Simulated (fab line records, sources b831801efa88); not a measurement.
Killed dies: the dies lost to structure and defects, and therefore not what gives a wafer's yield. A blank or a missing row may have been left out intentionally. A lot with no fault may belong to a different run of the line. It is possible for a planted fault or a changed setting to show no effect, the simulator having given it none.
2 desks looking at one fault -- flow sky130 -- every desk sees just its own numbers, and what lay behind them comes last

## TOOL OWNER'S DESK, implanter-01
For each lot that ran on this tool, the mean over its sampled wafers that have a number, from the tool's own readings at SKY_LDD_N_IMPLANT_13. The brackets show how far a lot's mean lies from the usual mean; more than 4 standard deviations puts the lot out of limits, marked OUT.
Columns: A = beam energy keV at SKY_LDD_N_IMPLANT_13, usual 50.001; B = beam on s at SKY_LDD_N_IMPLANT_13, usual 10.00 s
lot,first seen here,A,B
L350,day 19 15:37,50.010,9.92
L364,day 24 04:07,50.008,9.96
This desk's verdict: no lot among the 2 shows anything out of limits.

## FROM THE METROLOGY DESK
What the gauges read for every lot (on any tool): the sampled wafers with a number, averaged. The brackets show how far a lot's mean lies from the usual mean; more than 4 standard deviations puts the lot out of limits, marked OUT.
Columns: A = GATE_OXIDE_TW at SKY_GATE_OXIDE_TW_MEAS_14, usual 224.6; B = cd nm at SKY_POLY_GATE_CD_MEAS_13, usual 150.1 nm; C = LDD_N_OVL at SKY_LDD_N_OVL_MEAS_07, usual -1.6 nm
lot,first seen here,A,B,C
L349,day 14 23:29,224.0,148.9,-0.0
L350,day 15 11:16,226.2,151.8,-2.2
L351,day 15 21:56,226.3,148.8,-2.2
L354,day 16 23:28,224.3,149.8,-1.9
L356,day 17 14:09,226.1,149.5,0.3
L357,day 18 04:12,225.2,149.3,-1.7
L360,day 18 16:30,224.8,149.2,1.4
L359,day 18 16:42,222.3,149.8,-2.1
L361,day 19 04:18,227.4,149.8,-3.0
L362,day 19 04:35,227.8,150.5,-1.9
L363,day 19 14:03,220.2,150.7,-0.5
L364,day 20 02:26,224.8,151.4,-1.4
L366,day 20 19:43,224.5,150.2,-3.7
L369,day 22 08:12,224.7,151.0,0.6
This desk's verdict: no lot among the 14 shows anything out of limits.

## ALL TOGETHER
The tool owner's desk saw nothing out of limits.
Metrology desk: nothing out of limits seen.

## WHAT THE SIMULATOR PUT IN
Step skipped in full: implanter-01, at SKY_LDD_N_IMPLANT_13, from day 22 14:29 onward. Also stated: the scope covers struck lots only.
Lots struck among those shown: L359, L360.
